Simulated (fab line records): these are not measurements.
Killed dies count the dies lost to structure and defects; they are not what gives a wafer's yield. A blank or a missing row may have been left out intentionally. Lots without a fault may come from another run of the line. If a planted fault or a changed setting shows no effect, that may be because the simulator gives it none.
A struck lot beside a sound one || flow gf180mcu || 32 steps out of a route of 602
Sound: the wafers L992.1, L992.5, L992.6. Wafers struck: L107.3, L107.4, L107.5. Last of all comes the cause.
Order at every step that has rows: each side's tool, ch and its chambers, its first start. Under that, the readings that differ: sound wafers || struck wafers || difference of the means || sigmas: that difference in standard deviations of wafers without a fault.
alike: same words and numbers on both sides, and readings whose means sit less than 2 such deviations apart. not compared: any withheld reading, any reading some wafer has no value for, any bound like >300 that may hide the same value, and any number with overlapping values for which the record gives no deviation.
The two part at a step that has a row with sigmas, a row that says differs or no value, or rows on one side only. Non-overlapping numbers with no deviation appear without sigmas and do not part them. A reading missing from all wafers of one side parts the sides only when that side holds two or more wafers.

first, 4 steps without rows for these wafers: GF_VT_IMPLANT_SOFTBAKE_03 (time 60 s); GF_VT_IMPLANT_EXPOSE_04 (exposes mask LVPWELL LV AREA, target cd 600 nm); GF_VT_IMPLANT_PEB_05; GF_VT_IMPLANT_DEVELOP_06 (develop time 60 s).
GF_VT_IMPLANT_OVL_MEAS_07:
  sound on overlay-01, day 7 01:26; struck on overlay-01, day 10 19:33
  alike: VT_IMPLANT_OVL
following that, these wafers have no rows for 1 step: GF_VT_IMPLANT_IMPLANT_08.
GF_VT_IMPLANT_STRIP_09: strips in O2/N2.
  sound on plasmaAsher-03 ch 0,1, day 7 01:38; struck on plasmaAsher-03 ch 0,1, day 10 19:46
  alike: drypumpMotorCurrentA, heaterPowerW, o2FlowSccm, oesProductAu, stripTimeToEndpointS
  not compared: rfHoursCounterH
GF_VT_IMPLANT_TW_MEAS_10:
  sound on filmMetro-03, day 7 01:44; struck on filmMetro-01, day 10 19:51
  alike: VT_IMPLANT_TW
then, 4 steps without rows for these wafers: GF_VT_IMPLANT_DEHYDRATE_11 (time 60 s); GF_VT_IMPLANT_HMDS_12 (prime time 60 s); GF_VT_IMPLANT_COAT_13 (resist thk 1000 nm); GF_VT_IMPLANT_SOFTBAKE_14 (time 60 s).
GF_VT_IMPLANT_EXPOSE_15: exposes mask Nwell LV AREA, target cd 860 nm.
  sound on ilineStepper-01 ch 0, day 7 09:34; struck on ilineStepper-01 ch 0, day 11 05:12
{"reading": "mask", "sound": "Nwell_LV_AREA#0 Nwell_LV_AREA#0 Nwell_LV_AREA#0", "struck": "LVPWELL_HV_AREA#0 LVPWELL_HV_AREA#0 LVPWELL_HV_AREA#0", "difference": "differs", "sigmas": ""}
then, 2 steps without rows for these wafers: GF_VT_IMPLANT_PEB_16; GF_VT_IMPLANT_DEVELOP_17 (develop time 60 s).
GF_VT_IMPLANT_OVL_MEAS_18:
  sound on overlay-02, day 7 17:41; struck on overlay-01, day 11 14:42
{"reading": "VT_IMPLANT_01_OVL (nm)", "sound": "0.8 1.1 1.6", "struck": "- - -", "difference": "no value on the struck wafers", "sigmas": ""}
following that, these wafers have no rows for 1 step: GF_VT_IMPLANT_IMPLANT_19.
GF_VT_IMPLANT_STRIP_20: strips in O2/N2.
  sound on plasmaAsher-03 ch 0,1, day 7 17:53; struck on plasmaAsher-04 ch 0,1, day 11 14:55
  alike: drypumpMotorCurrentA, heaterPowerW, o2FlowSccm, oesProductAu, stripTimeToEndpointS
  not compared: rfHoursCounterH
GF_VT_IMPLANT_TW_MEAS_21:
  sound on filmMetro-03, day 7 17:59; struck on filmMetro-01, day 11 15:00
{"reading": "VT_IMPLANT_2_TW", "sound": "1204 1202 1200", "struck": "30 30 30", "difference": -1172, "sigmas": -98}
then, 7 steps without rows for these wafers: GF_VT_IMPLANT_DEHYDRATE_22 (time 60 s); GF_VT_IMPLANT_HMDS_23 (prime time 60 s); GF_VT_IMPLANT_COAT_24 (resist thk 1000 nm); GF_VT_IMPLANT_SOFTBAKE_25 (time 60 s); GF_VT_IMPLANT_EXPOSE_26 (exposes mask LVPWELL HV AREA, target cd 860 nm); GF_VT_IMPLANT_PEB_27; GF_VT_IMPLANT_DEVELOP_28 (develop time 60 s).
GF_VT_IMPLANT_OVL_MEAS_29:
  sound on overlay-02, day 8 10:44; struck on overlay-02, day 12 09:42
  alike: VT_IMPLANT_02_OVL
following that, these wafers have no rows for 1 step: GF_VT_IMPLANT_IMPLANT_30.
GF_VT_IMPLANT_STRIP_31: strips in O2/N2.
  sound on plasmaAsher-03 ch 0,1, day 8 10:56; struck on plasmaAsher-02 ch 0,1, day 12 09:55
{"reading": "stripTimeToEndpointS (s)", "sound": "12.61 12.63 12.55", "struck": "12.69 12.68 12.66", "difference": "+0.08", "sigmas": "+2"}
  alike: drypumpMotorCurrentA, heaterPowerW, o2FlowSccm, oesProductAu
  not compared: rfHoursCounterH
GF_VT_IMPLANT_TW_MEAS_32:
  sound on filmMetro-01, day 8 11:02; struck on filmMetro-01, day 12 10:00
{"reading": "VT_IMPLANT_3_TW", "sound": "271.9 274.1 273.1", "struck": "1240.0 1230.2 1235.1", "difference": "+962.1", "sigmas": "+99 or more"}
then, 1 step without rows for these wafers: GF_VT_IMPLANT_DEHYDRATE_33 (time 60 s).
-- record jumps: 22 days separate the struck wafers' starts on either side; left off in module VT_IMPLANT, taken up again in module PASSIVATION, whose first shown step is the route's number 602 --
GF_PASSIVATION_PROBE_99:
  the record has rows for the struck wafers here (prober-02, day 34 05:11) and none for the sound ones

WHERE THEY PART
First at GF_VT_IMPLANT_EXPOSE_15; last, within this record, at GF_PASSIVATION_PROBE_99.

WHY: the cause the simulator had injected
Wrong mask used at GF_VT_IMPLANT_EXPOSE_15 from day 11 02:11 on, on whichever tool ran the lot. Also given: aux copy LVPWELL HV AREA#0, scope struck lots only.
